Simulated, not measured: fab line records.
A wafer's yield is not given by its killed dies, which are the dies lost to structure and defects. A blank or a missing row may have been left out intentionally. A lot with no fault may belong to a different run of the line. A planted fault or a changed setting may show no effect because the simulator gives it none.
Chamber matching | flow sky130 | SKY_VIA2_ETCH_15 on rieDiel-02: 4 sister chambers
The step etches SiO2 in C4F8/O2/Ar, stops on TiN, target depth 546 nm, time 84 s. 22 wafers are shown with their chamber, then 11 later ones without.

EACH WAFER AND ITS CHAMBER
wafer  | chamber | rfFwdPowerW (W) | oesProductAu (a.u.)
L074.3 | 0       | 1495            | 0.938
L074.4 | 3       | 1485            | 0.943
L074.5 | 0       | 1490            | 0.942
L075.1 | 0       | 1505            | 0.938
L075.4 | 2       | 1488            | 0.943
L075.6 | 3       | 1491            | 0.939
L078.1 | 2       | 1486            | 0.937
L078.4 | 1       | 1489            | 0.939
L078.5 | 1       | 1495            | 0.938
L079.1 | 3       | 1482            | 0.948
L079.2 | 0       | 1491            | 0.938
L079.6 | 2       | 1483            | 0.941
L082.3 | 3       | 1484            | 0.938
L082.4 | 1       | 1494            | 0.937
L082.6 | 1       | 1483            | 0.939
L085.1 | 2       | 1487            | 0.940
L085.2 | 1       | 1482            | 0.940
L085.6 | 0       | 1493            | 0.939
L087.2 | 1       | 1485            | 0.940
L087.4 | 2       | 1484            | 0.941
L087.6 | 2       | 1493            | 0.938
L088.3 | 2       | 1490            | 0.945

SIGNATURES (means of the wafers above)
reading      | chamber 0 | chamber 1 | chamber 2 | chamber 3 | scatter within a chamber
rfFwdPowerW  | 1494.80   | 1488.00   | 1487.29   | 1485.50   | 4.81
oesProductAu | 0.93900   | 0.93883   | 0.94071   | 0.94200   | 0.00265
Rule: a wafer's distance from a chamber is the root of the sum, over the readings, of the square of ((its reading less the chamber's mean) divided by the reading's scatter). If the next closest chamber is less than 2 further off than the closest, the wafer can't be placed; otherwise it belongs to the closest. The scatter: take each reading less its chamber's mean, square it, sum over the shown wafers, divide by the number of wafers less the number of chambers, and take the root.

WAFERS WHOSE CHAMBER IS MISSING
wafer  | rfFwdPowerW (W) | oesProductAu (a.u.)
L088.4 | 1483            | 0.942
L088.6 | 1488            | 0.941
L090.2 | 1493            | 0.940
L090.3 | 1485            | 0.938
L090.4 | 1485            | 0.943
L096.1 | 1489            | 0.940
L096.2 | 1485            | 0.942
L096.5 | 1491            | 0.945
L097.1 | 1488            | 0.938
L097.2 | 1489            | 0.947
L097.4 | 1484            | 0.949

EACH ONE'S CHAMBER
wafer  | from the rows above               | in truth
L088.4 | can't be placed: 3 or 2 or 1      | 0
L088.6 | can't be placed: 2 or 3 or 1 or 0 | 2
L090.2 | can't be placed: 0 or 1 or 2 or 3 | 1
L090.3 | can't be placed: 1 or 2 or 3 or 0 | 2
L090.4 | can't be placed: 3 or 2 or 1      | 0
L096.1 | can't be placed: 2 or 1 or 3 or 0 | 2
L096.2 | can't be placed: 3 or 2 or 1      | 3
L096.5 | can't be placed: 3 or 2 or 0 or 1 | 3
L097.1 | can't be placed: 1 or 2 or 0 or 3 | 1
L097.2 | can't be placed: 3 or 2 or 1 or 0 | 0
L097.4 | can't be placed: 3 or 2 or 1 or 0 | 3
0 of 11 placed correctly. Can't be placed from these rows: 11 (the true chamber is among the candidates in 9). Wrongly placed: 0.
